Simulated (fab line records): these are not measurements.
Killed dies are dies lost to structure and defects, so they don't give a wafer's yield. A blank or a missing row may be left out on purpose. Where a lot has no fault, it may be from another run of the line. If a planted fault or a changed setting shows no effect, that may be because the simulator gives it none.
fab line records	flow sky130
record: lots: 6	wafers: 18	last_day: 49
route steps=708 shown METAL5@671 PASSIVATION@681 PAD_OPEN@694
lots with no fault: from the same line, run without faults
start_h: the number of hours between the record's first day and the start of the first shown wafer of the lot	wait_h: time in hours since the lot's previous step	" as in the row above	L1.1+2: one row covering several wafers at once	- no value present, or no start provided	* or withheld: withheld	< > ~ a bound
route shown NAME@n: names a module that has steps shown in the file, with the first one's number in the route	usual: average and standard deviation across the fault-free wafers	same: alike in all rows	chamber/n: place in a boat	sites: each site's reading	_std_site: how widely they spread, as a standard deviation	_edge_site: outer sites' mean less inner sites'	radius_mm: how far each site lies from the wafer's centre	mask NAME#n: copy n	behind: tool/chamber where the wafer was last shaped	hold: why the lot was held/for how many hours/how that ended	device: the n, p or np transistor that did not switch	end of line: the same wafers' tests at the end of the route	a step given without rows: its recipe and nothing more	killed: count of dies lost to structure and defects at first sort (not the wafer's yield)	map: the dies of a wafer, with x for killed, . for not killed, _ for no die there
set.NAME: the setting as run; set.NAME@STEP: as run at that earlier step	model.NAME: the simulator's own value behind a step, which no gauge read
certain route steps with their lots: each step a table, each wafer a row
services: a tool's chamber out of use, with start hour (start_h, from the record's first day; less than 0 if before it), hours out, and reason
== steps ==
step: SKY_METAL5_SOFTBAKE_10
recipe: temp_c: 90	time_s: 60	resist: NOVOLAK
step: SKY_METAL5_EXPOSE_11
recipe: mask_id: MM5	na: 0.6	source_shape: conventional	sigma_outer: 0.6	polarization: unpolarized	target_cd_nm: 1600	dose_mj: 190
step: SKY_METAL5_PEB_12
recipe: temp_c: withheld	time_s: *	resist: NOVOLAK
step: SKY_METAL5_DEVELOP_13
recipe: resist: NOVOLAK	developer: TMAH	develop_time_s: 60	dev_temp_c: 23
step: SKY_METAL5_DESCUM_14
recipe: chemistry: O2	source_power_w: 150	bias_power_w: 0	pressure_mtorr: 10	temp_c: 40	time_s: 11
usual: chamber_pressure_mTorr: 10.000/0.0096	drypump_motor_current_A: 5.8/0.43	oes_product_au: 0.999/0.0082
lot.wafer	tool	chamber	start_h	wait_h	chamber_pressure_mTorr	drypump_motor_current_A	oes_product_au	rf_hours_counter_h
L765.2	rie_metal-03	0	1085.87	0.1	9.996	5.3	1.010	17
L765.3	"	1	"	"	10.001	5.3	0.981	-
L765.5	"	0	"	"	10.003	5.3	1.010	-
L768.1	rie_metal-01	1	1103.37	0.1	10.006	6.0	0.995	13
L768.3	"	0	"	"	9.997	5.4	0.996	-
L768.5	"	1	"	"	10.001	6.0	0.998	-
L769.3	rie_metal-02	1	1104.22	0.1	10.006	6.4	0.994	-
L769.4	"	0	"	"	9.991	6.0	0.999	-
L769.5	"	1	"	"	10.019	6.4	1.011	-
L775.2	rie_metal-02	0	1122.02	0.1	10.003	6.0	1.004	24
L775.3	"	1	"	"	9.989	6.5	0.991	-
L775.4	"	0	"	"	10.005	6.0	0.995	-
L776.1	rie_metal-03	1	1126.46	0.1	10.012	5.4	0.992	3
L776.2	"	0	"	"	10.000	5.3	0.999	21
L776.4	"	0	"	"	9.994	5.3	0.994	-
L777.1	rie_metal-01	1	1137.16	0.1	9.984	6.0	1.004	16
L777.5	"	0	"	"	9.986	5.4	1.008	-
L777.6	"	1	"	"	9.981	6.0	1.007	-
step: SKY_METAL5_METAL_ETCH_15
recipe: target_depth_a: 12600	stop_on: SiO2	over_etch_frac: 0.2	time_s: 252	chemistry: Cl2/BCl3	resist_sidewall_deg: 86	pressure_mtorr: 10	icp_w: 900	bias_w: 48.5	Cl2_flow_sccm: 60	bcl3_flow_sccm: 30
usual: bcl3_flow_sccm: 29.98/0.094	chamber_pressure_mTorr: 10.000/0.0083	drypump_motor_current_A: 5.8/0.42	oes_product_au: 0.895/0.0055	throttle_valve_pct: 22.264/0.0099
same: over_etch_frac: 0.2
lot.wafer	tool	chamber	start_h	wait_h	bcl3_flow_sccm	chamber_pressure_mTorr	drypump_motor_current_A	oes_product_au	rf_hours_counter_h	throttle_valve_pct
L765.2	rie_metal-03	0	1085.90	0.0	30.06	10.002	5.3	0.888	17	22.274
L765.3	"	1	"	"	30.10	10.002	5.3	0.900	-	22.256
L765.5	"	0	"	"	29.94	10.003	5.3	0.892	-	22.275
L768.1	rie_metal-01	1	1103.40	0.0	29.93	9.989	6.0	0.896	13	22.263
L768.3	"	0	"	"	30.02	9.987	5.4	0.888	-	22.262
L768.5	"	1	"	"	30.01	9.992	6.0	0.894	-	22.250
L769.3	rie_metal-02	1	1104.32	0.1	30.04	10.002	6.4	0.898	-	22.263
L769.4	"	0	"	"	29.94	9.996	6.0	0.907	-	22.257
L769.5	"	1	"	"	30.00	10.009	6.5	0.894	-	22.273
L775.2	rie_metal-02	0	1122.05	0.0	30.05	9.995	6.0	0.899	24	22.282
L775.3	"	1	"	"	29.89	9.996	6.5	0.887	-	22.275
L775.4	"	0	"	"	29.94	9.986	6.0	0.891	-	22.260
L776.1	rie_metal-03	1	1126.50	0.0	29.97	9.982	5.4	0.897	3	22.265
L776.2	"	0	"	"	29.95	9.997	5.3	0.900	21	22.250
L776.4	"	0	"	"	29.94	9.996	5.3	0.899	-	22.261
L777.1	rie_metal-01	1	1137.20	0.0	30.06	10.000	6.0	0.898	16	22.269
L777.5	"	0	"	"	30.16	10.002	5.4	0.894	-	22.248
L777.6	"	1	"	"	30.00	9.990	6.0	0.896	-	22.265
step: SKY_METAL5_STRIP_16
recipe: chemistry: O2/N2	power_w: 1400	pressure_mtorr: 1500	platen_temp_c: withheld	o2_flow_sccm: 3000	n2_flow_sccm: 300	overash_fraction: 0.5
usual: chamber_pressure_mTorr: 1500.1/1.4	drypump_motor_current_A: 5.9/0.36	oes_product_au: 0.710/0.0043	strip_time_to_endpoint_s: 13.08/0.12
lot.wafer	tool	chamber	start_h	wait_h	chamber_pressure_mTorr	drypump_motor_current_A	oes_product_au	rf_hours_counter_h	strip_time_to_endpoint_s
L765.2	plasma_asher-04	1	1086.14	0.2	1499.9	5.2	0.713	34	13.07
L765.3	"	1	"	"	1502.2	5.2	0.714	-	13.30
L765.5	"	0	"	"	1499.5	5.9	0.708	-	13.02
L768.1	plasma_asher-02	0	1103.64	0.2	1501.0	6.5	0.711	100	13.29
L768.3	"	1	"	"	1499.3	5.8	0.709	-	13.14
L768.5	"	0	"	"	1500.6	6.5	0.712	-	13.20
L769.3	plasma_asher-03	0	1104.51	0.1	1501.5	5.9	0.703	-	13.10
L769.4	"	1	"	"	1500.8	5.6	0.717	-	13.21
L769.5	"	1	"	"	1499.7	5.6	0.719	-	13.04
L775.2	plasma_asher-04	1	1122.29	0.2	1500.4	5.2	0.707	37	13.23
L775.3	"	0	"	"	1499.8	5.9	0.705	-	13.24
L775.4	"	1	"	"	1501.2	5.2	0.707	-	13.09
L776.1	plasma_asher-03	1	1126.73	0.2	1500.6	5.6	0.702	6	13.20
L776.2	"	0	"	"	1500.5	5.9	0.705	6	13.08
L776.4	"	1	"	"	1501.1	5.6	0.709	-	13.11
L777.1	plasma_asher-02	1	1137.43	0.2	1499.2	5.8	0.703	103	13.11
L777.5	"	0	"	"	1498.6	6.5	0.715	-	13.01
L777.6	"	1	"	"	1500.3	5.8	0.714	-	13.12
step: SKY_METAL5_STRIP_17
recipe: chemistry: post_etch_residue_remover	time_s: 1200	temp_c: 72.5
step: SKY_METAL5_CLEAN_18
recipe: chemistry: IPA	time_s: 180	temp_c: 25
step: SKY_METAL5_CLEAN_19
recipe: chemistry: O3/DIW	dry: n2_spin
step: SKY_PASSIVATION_CVD_00
recipe: material: SiO2	target_thk_nm: 90	temp_c: 400	time_s: withheld	rf_w: 600
step: SKY_PASSIVATION_THK_MEAS_01
recipe: reads: SiO2_of_PASSIVATION_CVD_00
usual: PASSIVATION_CVD_00_THK: 90.2/1.3
lot.wafer	tool	chamber	start_h	wait_h	PASSIVATION_CVD_00_THK[nm]
L765.2	film_metro-03	-	1086.79	-	89.8
L765.3	"	-	"	"	88.8
L765.5	"	-	"	"	91.3
L768.1	film_metro-03	-	1104.27	-	88.4
L768.3	"	-	"	"	89.8
L768.5	"	-	"	"	90.8
L769.3	film_metro-02	-	1105.12	-	88.0
L769.4	"	-	"	"	91.8
L769.5	"	-	"	"	90.3
L775.2	film_metro-03	-	1122.91	-	89.2
L775.3	"	-	"	"	89.4
L775.4	"	-	"	"	91.2
L776.1	film_metro-03	-	1127.34	-	90.3
L776.2	"	-	"	"	91.4
L776.4	"	-	"	"	92.3
L777.1	film_metro-01	-	1138.05	-	89.1
L777.5	"	-	"	"	91.3
L777.6	"	-	"	"	91.5
step: SKY_PASSIVATION_CVD_02
recipe: material: Si3N4	target_thk_nm: 540	temp_c: 400	time_s: withheld	rf_w: 450
usual: heater_power_w: 704/110	rf_fwd_power_W: 448.8/1.4
lot.wafer	tool	chamber	start_h	wait_h	heater_power_w	rf_fwd_power_W	model.Si3N4_of_PASSIVATION_CVD_02.thk_nm
L765.2	pecvd-03	1	1086.84	0.0	651	450.1	540.8
L765.3	"	0	"	"	766	446.4	542.2
L765.5	"	2	"	"	849	449.5	555.8
L768.1	pecvd-03	0	1104.33	0.1	804	448.4	531.4
L768.3	"	1	"	"	708	447.4	533.1
L768.5	"	1	"	"	722	448.7	547.5
L769.3	pecvd-02	1	1105.16	0.0	931	450.1	522.3
L769.4	"	1	"	"	753	447.8	524.4
L769.5	"	0	"	"	644	451.0	537.3
L775.2	pecvd-02	0	1122.96	0.0	618	448.5	541.2
L775.3	"	2	"	"	621	446.9	535.2
L775.4	"	2	"	"	496	447.0	543.1
L776.1	pecvd-02	0	1127.40	0.1	544	628.7	596.6
L776.2	"	1	"	"	876	628.3	582.6
L776.4	"	2	"	"	540	627.8	606.7
L777.1	pecvd-02	1	1138.11	0.1	873	629.7	579.1
L777.5	"	2	"	"	546	629.1	601.4
L777.6	"	0	"	"	578	627.6	607.8
step: SKY_PASSIVATION_THK_MEAS_03
recipe: reads: Si3N4_of_PASSIVATION_CVD_02
usual: PASSIVATION_CVD_02_THK: 540/8.5
lot.wafer	tool	chamber	start_h	wait_h	hold	PASSIVATION_CVD_02_THK[nm]
L765.2	film_metro-01	-	1087.08	-	-	541
L765.3	"	-	"	"	-	542
L765.5	"	-	"	"	-	556
L768.1	film_metro-01	-	1104.55	-	-	532
L768.3	"	-	"	"	-	534
L768.5	"	-	"	"	-	547
L769.3	film_metro-01	-	1105.40	-	-	522
L769.4	"	-	"	"	-	524
L769.5	"	-	"	"	-	537
L775.2	film_metro-01	-	1123.20	-	-	541
L775.3	"	-	"	"	-	535
L775.4	"	-	"	"	-	543
L776.1	film_metro-02	-	1127.63	-	await_dispo/0.2h/release	596
L776.2	"	-	"	"	await_dispo/0.2h/release	582
L776.4	"	-	"	"	await_dispo/0.2h/release	608
L776.1	film_metro-02	-	1127.86	0.2	-	597
L776.2	"	-	"	"	-	582
L776.4	"	-	"	"	-	606
L777.1	film_metro-01	-	1138.33	-	await_dispo/0.2h/release	579
L777.5	"	-	"	"	await_dispo/0.2h/release	602
L777.6	"	-	"	"	await_dispo/0.2h/release	609
L777.1	film_metro-01	-	1138.61	0.3	-	579
L777.5	"	-	"	"	-	602
L777.6	"	-	"	"	-	607
step: SKY_PASSIVATION_HMDS_05
recipe: prime_time_s: 60	prime_temp_c: 120
step: SKY_PASSIVATION_COAT_06
recipe: spin_rpm: 2000	resist_thk_nm: 3000
step: SKY_PASSIVATION_SOFTBAKE_07
recipe: temp_c: 110	time_s: withheld
step: SKY_PASSIVATION_EXPOSE_08
recipe: mask_id: NSM	target_cd_nm: 3000	na: 0.57	dose_mj: 260
step: SKY_PASSIVATION_PEB_09
recipe: temp_c: 115	time_s: withheld
step: SKY_PASSIVATION_DEVELOP_10
recipe: develop_time_s: 60	dev_temp_c: 23
step: SKY_PASSIVATION_ETCH_11
recipe: chemistry: CF4/O2	target_depth_nm: 725	stop_on: AlCu	source_w: 800	bias_w: 150	pressure_mtorr: 150	cf4_flow_sccm: 80	O2_flow_sccm: 10	time_s: 161.1
usual: cf4_flow_sccm: 79.97/0.22	chamber_pressure_mTorr: 150.00/0.15	drypump_motor_current_A: 5.7/0.36	oes_product_au: 0.979/0.0077	throttle_valve_pct: 5.964/0.0091
lot.wafer	tool	chamber	start_h	wait_h	cf4_flow_sccm	chamber_pressure_mTorr	drypump_motor_current_A	oes_product_au	rf_hours_counter_h	throttle_valve_pct	model.PASSIVATION.feature_depth_nm	model.etch.depth_nm
L765.2	rie_diel-04	1	1105.57	-	80.32	149.88	5.2	0.978	19	5.961	705.1	705.1
L765.3	"	3	"	"	80.13	149.78	5.8	0.973	30	5.965	705.4	705.4
L765.5	"	1	"	"	79.88	149.82	5.2	0.986	-	5.967	720.2	720.2
L768.1	rie_diel-01	2	1124.66	-	79.76	150.09	5.7	0.972	6	5.956	694.4	694.4
L768.3	"	3	"	"	80.03	150.08	5.6	0.973	19	5.970	698.8	698.8
L768.5	"	1	"	"	79.92	149.96	5.8	0.989	-	5.963	712.7	712.7
L769.3	rie_diel-03	3	1125.36	-	80.05	150.07	5.2	0.963	20	5.954	685.9	685.9
L769.4	"	2	"	"	80.01	150.13	6.2	0.971	18	5.967	691.8	691.8
L769.5	"	0	"	"	79.84	149.84	5.5	0.979	-	5.957	702.8	702.8
L775.2	rie_diel-03	1	1142.90	-	79.93	150.21	5.6	0.975	27	5.965	705.1	705.1
L775.3	"	3	"	"	79.86	149.89	5.2	0.988	20	5.948	700	700
L775.4	"	0	"	"	80.09	150.15	5.5	0.982	-	5.946	708.8	708.8
L776.1	rie_diel-03	1	1146.20	-	79.93	149.80	5.6	0.994	27	5.961	722.8	722.8
L776.2	"	3	"	"	79.67	149.70	5.2	0.998	20	5.977	723.3	723.3
L776.4	"	0	"	"	79.96	150.07	5.5	0.972	18	5.964	699	699
L777.1	rie_diel-03	2	1156.40	-	79.97	150.05	6.2	0.999	20	5.959	735.5	735.5
L777.5	"	2	"	"	80.17	150.01	6.3	0.975	-	5.968	692.7	692.7
L777.6	"	1	"	"	80.07	149.90	5.6	0.973	-	5.966	699.3	699.3
step: SKY_PASSIVATION_STRIP_12
recipe: chemistry: O2/N2	power_w: 1400	pressure_mtorr: 1500	platen_temp_c: withheld	overash_fraction: 0.7	o2_flow_sccm: 3000	n2_flow_sccm: 300
usual: chamber_pressure_mTorr: 1499.9/1.4	drypump_motor_current_A: 5.7/0.32	oes_product_au: 0.661/0.0047	strip_time_to_endpoint_s: 31.50/0.12
lot.wafer	tool	chamber	start_h	wait_h	chamber_pressure_mTorr	drypump_motor_current_A	oes_product_au	rf_hours_counter_h	strip_time_to_endpoint_s
L765.2	plasma_asher-03	1	1105.68	0.1	1499.0	5.6	0.665	4	31.46
L765.3	"	0	"	"	1499.1	5.9	0.650	-	31.43
L765.5	"	1	"	"	1500.0	5.6	0.659	-	31.51
L768.1	plasma_asher-04	0	1124.77	0.1	1499.6	5.9	0.658	37	31.50
L768.3	"	0	"	"	1497.0	5.9	0.657	-	31.41
L768.5	"	0	"	"	1502.0	5.9	0.665	-	31.35
L769.3	plasma_asher-03	1	1125.50	0.1	1499.2	5.7	0.661	-	31.57
L769.4	"	0	"	"	1500.7	5.9	0.665	-	31.33
L769.5	"	0	"	"	1500.0	5.9	0.653	-	31.26
L775.2	plasma_asher-04	1	1143.01	0.1	1502.3	5.2	0.660	38	31.76
L775.3	"	1	"	"	1500.4	5.2	0.658	-	31.66
L775.4	"	0	"	"	1500.3	5.9	0.657	-	31.65
L776.1	plasma_asher-04	0	1146.31	0.1	1499.5	6.0	0.658	39	31.70
L776.2	"	1	"	"	1498.6	5.3	0.665	39	31.66
L776.4	"	0	"	"	1502.0	6.0	0.663	-	31.65
L777.1	plasma_asher-01	0	1156.51	0.1	1500.8	6.1	0.659	70	31.35
L777.5	"	0	"	"	1501.5	6.1	0.665	-	31.36
L777.6	"	1	"	"	1500.0	5.3	0.668	-	31.41
step: SKY_PAD_OPEN_DEHYDRATE_00
recipe: temp_c: 200	time_s: 60
step: SKY_PAD_OPEN_HMDS_01
recipe: prime_time_s: 60	prime_temp_c: 120
step: SKY_PAD_OPEN_COAT_02
recipe: spin_rpm: 2000	resist_thk_nm: 3000
step: SKY_PAD_OPEN_SOFTBAKE_03
recipe: temp_c: 110	time_s: withheld
step: SKY_PAD_OPEN_EXPOSE_04
recipe: mask_id: PDM	target_cd_nm: 60000	na: 0.57	dose_mj: 260
step: SKY_PAD_OPEN_PEB_05
recipe: temp_c: 115	time_s: withheld
step: SKY_PAD_OPEN_DEVELOP_06
recipe: develop_time_s: 60	dev_temp_c: 23
step: SKY_PAD_OPEN_ETCH_07
recipe: chemistry: CF4/O2	target_depth_nm: 725	stop_on: AlCu	source_w: 800	bias_w: 150	pressure_mtorr: 150	cf4_flow_sccm: 80	O2_flow_sccm: 10	time_s: 161.1
usual: cf4_flow_sccm: 80.00/0.24	chamber_pressure_mTorr: 150.01/0.14	drypump_motor_current_A: 5.7/0.39	oes_product_au: 0.978/0.0079	throttle_valve_pct: 5.965/0.0096
lot.wafer	tool	chamber	start_h	wait_h	cf4_flow_sccm	chamber_pressure_mTorr	drypump_motor_current_A	oes_product_au	rf_hours_counter_h	throttle_valve_pct	model.PAD_OPEN.feature_depth_nm	model.etch.depth_nm
L765.2	rie_diel-04	0	1126.15	-	80.32	150.19	6.0	0.977	22	5.970	705.1	705.1
L765.3	"	2	"	"	79.94	150.05	6.3	0.985	23	5.948	705.4	705.4
L765.5	"	2	"	"	80.17	150.21	6.3	0.987	-	5.979	720.2	720.2
L768.1	rie_diel-04	3	1143.60	-	79.83	149.85	5.8	0.973	31	5.967	694.4	694.4
L768.3	"	0	"	"	80.05	149.90	6.0	0.976	23	5.958	698.8	698.8
L768.5	"	0	"	"	80.32	150.12	6.0	0.987	-	5.957	712.7	712.7
L769.3	rie_diel-03	1	1144.75	-	80.02	149.95	5.6	0.963	27	5.966	685.9	685.9
L769.4	"	0	"	"	79.90	150.02	5.5	0.968	-	5.948	691.8	691.8
L769.5	"	1	"	"	79.89	150.08	5.6	0.981	-	5.984	702.8	702.8
L775.2	rie_diel-03	2	1161.41	-	80.00	149.77	6.2	0.976	20	5.973	705.1	705.1
L775.3	"	3	"	"	79.82	150.03	5.2	0.982	21	5.962	700	700
L775.4	"	1	"	"	79.87	150.13	5.6	0.985	28	5.985	708.8	708.8
L776.1	rie_diel-04	2	1163.86	-	79.88	149.88	6.3	1.006	24	5.956	736.8	736.8
L776.2	"	1	"	"	79.58	149.90	5.2	1.000	21	5.956	740.4	740.4
L776.4	"	0	"	"	79.88	150.09	6.0	0.977	23	5.955	699	699
L777.1	rie_diel-04	3	1173.71	-	79.74	150.12	5.8	0.991	32	5.968	722	722
L777.5	"	0	"	"	80.19	150.00	6.0	0.963	-	5.968	692.7	692.7
L777.6	"	3	"	"	79.49	150.09	5.8	0.984	-	5.961	699.3	699.3
step: SKY_PAD_OPEN_STRIP_08
recipe: chemistry: O2/N2	power_w: 1400	pressure_mtorr: 1500	platen_temp_c: withheld	overash_fraction: 0.7	o2_flow_sccm: 3000	n2_flow_sccm: 300
usual: chamber_pressure_mTorr: 1500.0/1.3	drypump_motor_current_A: 5.9/0.39	oes_product_au: 0.663/0.0045	strip_time_to_endpoint_s: 37.03/0.094
lot.wafer	tool	chamber	start_h	wait_h	chamber_pressure_mTorr	drypump_motor_current_A	oes_product_au	rf_hours_counter_h	strip_time_to_endpoint_s
L765.2	plasma_asher-02	0	1126.26	0.1	1500.6	6.5	0.669	102	37.09
L765.3	"	1	"	"	1498.1	5.8	0.669	-	37.29
L765.5	"	1	"	"	1499.0	5.8	0.663	-	37.14
L768.1	plasma_asher-03	0	1143.71	0.1	1501.3	5.9	0.666	8	36.89
L768.3	"	1	"	"	1497.9	5.6	0.666	-	36.96
L768.5	"	0	"	"	1498.7	5.9	0.665	-	36.92
L769.3	plasma_asher-02	0	1144.89	0.1	1500.6	6.5	0.665	-	36.96
L769.4	"	1	"	"	1501.5	5.9	0.654	-	37.14
L769.5	"	1	"	"	1497.5	5.9	0.663	-	37.06
L775.2	plasma_asher-01	0	1161.52	0.1	1499.9	6.1	0.668	70	36.97
L775.3	"	1	"	"	1499.0	5.3	0.669	-	36.94
L775.4	"	0	"	"	1502.6	6.1	0.662	-	37.10
L776.1	plasma_asher-01	1	1163.97	0.1	1501.9	5.3	0.665	71	37.01
L776.2	"	0	"	"	1499.9	6.1	0.673	71	36.97
L776.4	"	0	"	"	1500.6	6.1	0.666	-	36.89
L777.1	plasma_asher-02	1	1173.81	0.1	1500.1	5.8	0.669	106	36.99
L777.5	"	1	"	"	1496.4	5.8	0.665	-	37.09
L777.6	"	0	"	"	1500.1	6.5	0.661	-	37.04
step: SKY_PAD_OPEN_STRIP_09
recipe: chemistry: post_etch_residue_remover	time_s: 1200	temp_c: 72.5
lot.wafer	tool	chamber	start_h	wait_h	model.Si3N4_of_PASSIVATION_CVD_02.thk_nm
L765.2	wet_bench-04	3	1126.36	0.1	540.5
L765.3	"	3	"	"	541.9
L765.5	"	3	"	"	555.4
L768.1	wet_bench-02	0	1143.81	0.1	531.1
L768.3	"	0	"	"	532.8
L768.5	"	0	"	"	547.2
L769.3	wet_bench-03	2	1144.96	0.0	521.9
L769.4	"	2	"	"	524.1
L769.5	"	2	"	"	537
L775.2	wet_bench-04	1	1161.62	0.1	540.8
L775.3	"	1	"	"	534.9
L775.4	"	1	"	"	542.7
L776.1	wet_bench-02	2	1164.07	0.1	596.2
L776.2	"	2	"	"	582.2
L776.4	"	2	"	"	606.4
L777.1	wet_bench-03	3	1173.91	0.1	578.7
L777.5	"	3	"	"	601.1
L777.6	"	3	"	"	607.4
step: SKY_PAD_OPEN_CLEAN_10
recipe: chemistry: IPA	time_s: 180	temp_c: 25
step: SKY_PAD_OPEN_PROBE_99
usual: defect_limited_yield: 82.7/1.9	killed_at_M0_to_M3: 43/6.8	killed_at_M4_up: 3.0/1.8	killed_at_contacts: 23/5.4	killed_at_front_end: 15/4.4	killed_at_other: 0.3/0.51	killed_dies: 85/9.2	killed_open: 47/6.8	killed_short: 39/6.8	sort_bin_3_pad_short: 0.8/0.43	sort_bin_5_function: 10.3/1.5	sort_bin_6_memory: 6.2/0.96	sort_n_pass: 407/9.2	sort_yield_pct: 82.7/1.9
same: gross_dies: 492	killed_at_back_side: 0	sort_bin_4_leakage[%]: 0	sort_bin_8_speed[%]: 0
lot.wafer	tool	chamber	start_h	wait_h	defect_limited_yield[%]	killed_at_M0_to_M3	killed_at_M4_up	killed_at_contacts	killed_at_front_end	killed_at_other	killed_dies	killed_open	killed_short	sort_bin_3_pad_short[%]	sort_bin_5_function[%]	sort_bin_6_memory[%]	sort_n_pass	sort_yield_pct[%]
L775.2	prober-02	-	1164.33	0.1	83.5	51	1	8	21	0	81	44	37	0.6	9.6	6.3	411	83.5
L775.3	prober-02	-	1164.38	0.2	82.5	41	2	30	13	0	86	61	25	0.6	10.8	6.1	406	82.5
L775.4	prober-02	-	1164.43	0.2	84.6	45	1	15	15	0	76	35	41	1.0	9.1	5.3	416	84.6
L776.1	prober-01	-	1166.24	0.1	80.5	57	5	20	14	0	96	45	51	1.2	10.0	8.3	396	80.5
L776.2	prober-01	-	1166.29	0.1	85.8	32	0	26	12	0	70	35	35	0.4	8.9	4.9	422	85.8
L776.4	prober-01	-	1166.39	0.2	77.8	54	9	23	23	0	109	57	52	0.8	14.6	6.7	383	77.8
L777.1	prober-02	-	1176.43	0.1	83.5	45	3	14	18	1	81	48	33	0.6	10.2	5.7	411	83.5
L777.5	prober-02	-	1176.63	0.2	81.5	44	6	22	19	0	91	51	40	1.4	10.6	6.5	401	81.5
L777.6	prober-02	-	1176.68	0.2	82.3	41	3	30	13	0	87	47	40	0.6	10.6	6.5	405	82.3
killed by level:class
L775.2 VIA1:geometric_particle:open=16 FIELD_ISO:geometric_particle:open=7 METAL1:geometric_particle:short=6 VIA2:geometric_particle:open=6 VIA3:geometric_particle:short=6 METAL2:geometric_particle:short=5 POLY_GATE:geometric_particle:open=4 VIA3:geometric_particle:open=4
L775.3 CONTACT:geometric_particle:open=15 VIA1:geometric_particle:open=10 LI_CONTACT:geometric_particle:open=10 VIA2:geometric_particle:open=10 FIELD_ISO:geometric_particle:open=6 METAL3:geometric_particle:short=5 VIA1:geometric_particle:short=4 POLY_GATE:geometric_particle:open=3
L775.4 VIA1:geometric_particle:open=11 METAL2:geometric_particle:short=7 VIA3:geometric_particle:open=6 METAL1:geometric_particle:short=6 CONTACT:geometric_particle:open=5 FIELD_ISO:geometric_particle:short=4 LOCAL_INTERCONNECT:geometric_particle:short=4 POLY_GATE:geometric_particle:short=4
L776.1 METAL3:geometric_particle:short=11 VIA1:geometric_particle:open=10 METAL2:geometric_particle:short=8 VIA2:geometric_particle:open=7 CONTACT:geometric_particle:open=6 FIELD_ISO:geometric_particle:open=5 LI_CONTACT:geometric_particle:open=5 VIA3:geometric_particle:open=5
L776.2 CONTACT:geometric_particle:open=11 VIA2:geometric_particle:open=6 LOCAL_INTERCONNECT:geometric_particle:short=5 VIA1:geometric_particle:short=5 FIELD_ISO:geometric_particle:short=4 METAL2:geometric_particle:short=4 CONTACT:geometric_particle:short=4 VIA1:geometric_particle:open=4
L776.4 CONTACT:geometric_particle:open=10 VIA1:geometric_particle:open=10 METAL1:geometric_particle:short=9 METAL2:geometric_particle:short=7 FIELD_ISO:geometric_particle:short=6 METAL1:geometric_particle:open=6 POLY_GATE:geometric_particle:short=5 LI_CONTACT:geometric_particle:open=5
L777.1 VIA1:geometric_particle:open=11 VIA3:geometric_particle:open=9 METAL1:geometric_particle:short=7 VIA2:geometric_particle:open=6 CONTACT:geometric_particle:open=6 LI_CONTACT:geometric_particle:open=5 METAL2:geometric_particle:short=5 FIELD_ISO:geometric_particle:short=4
L777.5 VIA3:geometric_particle:open=11 VIA1:geometric_particle:open=10 POLY_GATE:geometric_particle:open=7 CONTACT:geometric_particle:open=7 VIA2:geometric_particle:open=6 POLY_GATE:geometric_particle:short=5 LI_CONTACT:geometric_particle:open=5 LOCAL_INTERCONNECT:geometric_particle:short=4
L777.6 CONTACT:geometric_particle:open=10 VIA1:geometric_particle:open=8 METAL1:geometric_particle:short=8 VIA2:geometric_particle:open=7 LI_CONTACT:geometric_particle:open=6 CONTACT:geometric_particle:short=5 VIA1:geometric_particle:short=5 LOCAL_INTERCONNECT:geometric_particle:open=4
== services ==
tool	chamber	start_h	hours	kind
plasma_asher-03	0	1064.25	-	clean
plasma_asher-03	1	1064.25	-	clean
rie_diel-03	3	1064.53	21.6	repair
pecvd-03	1	1068.04	2.1	scheduled_down
wet_bench-03	-	1069.07	1.9	pm
rie_diel-04	0	1073.44	4.2	repair
rie_diel-04	0	1078.70	1.5	repair
plasma_asher-01	-	1078.91	4.3	pm
rie_diel-04	-	1083.23	0.9	repair
rie_diel-04	-	1093.01	1.7	repair
plasma_asher-04	-	1104.99	2.8	pm
pecvd-03	2	1112.85	5.0	scheduled_down
plasma_asher-04	-	1113.73	4.8	repair
rie_diel-03	1	1118.81	2.8	repair
plasma_asher-04	-	1126.59	1.7	repair
rie_metal-02	0	1132.96	8.7	repair
rie_diel-01	0	1134.17	8.2	repair
rie_diel-03	-	1137.75	2.8	pm
rie_diel-03	2	1141.87	3.6	repair
rie_diel-01	1	1142.41	-	clean
pecvd-03	0	1150.13	4.0	repair
plasma_asher-03	-	1152.01	1.4	repair
pecvd-03	0	1154.18	5.5	scheduled_down
pecvd-02	1	1160.57	2.1	scheduled_down
== key ==
first_sign: step: SKY_PASSIVATION_CVD_02	reading: rf_fwd_power_W	direction: up	sigmas: 99+	usual: 448.8	struck: 628.5
effect: step: SKY_PASSIVATION_THK_MEAS_03	reading: visit	direction: added
effect: step: SKY_PASSIVATION_THK_MEAS_03	reading: PASSIVATION_CVD_02_THK	direction: up	sigmas: 6.6	usual: 540	struck: 596
model_effect: step: SKY_PASSIVATION_CVD_02	value: Si3N4_of_PASSIVATION_CVD_02.thk_nm	without: 538.3	struck: 595.7
model_effect: step: SKY_PASSIVATION_ETCH_11	value: PASSIVATION.feature_depth_nm	without: 703.4	struck: 712.1
model_effect: step: SKY_PAD_OPEN_ETCH_07	value: PAD_OPEN.feature_depth_nm	without: 703.4	struck: 715
model_effect: step: SKY_PAD_OPEN_STRIP_09	value: Si3N4_of_PASSIVATION_CVD_02.thk_nm	without: 538	struck: 595.3
met_at SKY_PASSIVATION_CVD_02
struck_wafers L776.1,L776.2,L776.4,L777.1,L777.5,L777.6
onset_between 1122.96 1127.40
fault: kind: process_parameter_drift	tool: pecvd-02	chamber: -	onset_h: 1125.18	steps: SKY_PASSIVATION_CVD_02	channel: rf_w	offset: 180	shape: step	end_h: 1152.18	acts_in: these_recipes_only	stated: 450
